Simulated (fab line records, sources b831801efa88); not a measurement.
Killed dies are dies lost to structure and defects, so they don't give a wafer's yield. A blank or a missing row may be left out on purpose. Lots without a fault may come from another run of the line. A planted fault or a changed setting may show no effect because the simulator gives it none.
One fault seen from 2 desks | flow sky130 | each desk has only its own numbers; what lay behind them comes last

THE METROLOGY DESK
What the gauges read, lot by lot, whatever tool the lot ran on: means of the sampled wafers that have a number. A lot is out of limits, marked OUT, if its mean lies more than 4 standard deviations from the usual mean; the brackets give that distance.
Columns: A = GATE_OXIDE_OXIDATION_00_THK at SKY_GATE_OXIDE_THK_MEAS_02, usual 10.25 nm; B = GATE_OXIDE_OVL at SKY_GATE_OXIDE_OVL_MEAS_10, usual -0.7 nm
lot  | first seen here | A     | B
L547 | day 12 21:04    | 10.11 | -1.4
L556 | day 16 00:56    | 10.11 | -0.4
L557 | day 16 13:36    | 10.21 | -1.0
L566 | day 19 12:17    | 10.59 | 0.2
L568 | day 20 16:43    | 10.30 | -1.9
L569 | day 20 18:01    | 10.32 | -0.4
This desk's finding: nothing out of limits on any of the 6 lots.

THE TOOL OWNER'S DESK: implanter-03
The tool's own readings at SKY_GATE_OXIDE_IMPLANT_11: means of the sampled wafers that have a number, for each lot that ran on this tool. A lot is out of limits, marked OUT, if its mean lies more than 4 standard deviations from the usual mean; the brackets give that distance.
Columns: A = dose_ions_cm2 at SKY_GATE_OXIDE_IMPLANT_11, usual 2.6e+12
lot  | first seen here | A
L556 | day 17 05:17    | 2.7e+12 (+42) OUT
L557 | day 17 18:22    | 2.7e+12 (+43) OUT
L568 | day 21 22:42    | 2.6e+12
L569 | day 22 00:40    | 2.6e+12
This desk's finding: out of limits on L556, L557; first on L556, day 17 05:17 (dose_ions_cm2 at SKY_GATE_OXIDE_IMPLANT_11). In limits: L568, L569.

PUT TOGETHER
The tool owner's desk could have raised an alarm at day 17 05:17, on L556, L557.
The metrology desk saw nothing out of limits.
The metrology desk has L556, L557 on record, within its limits.
Of the lots named, all ran SKY_GATE_OXIDE_IMPLANT_11 on implanter-03.

WHAT THE SIMULATOR HAD PUT IN
Process parameter drift: implanter-03, from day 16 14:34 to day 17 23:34, at SKY_GATE_OXIDE_IMPLANT_11. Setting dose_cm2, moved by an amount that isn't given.
Lots struck among those shown: L556, L557.
Hours from the fault's start to each desk's first reading out of limits: the tool owner's desk, 15.
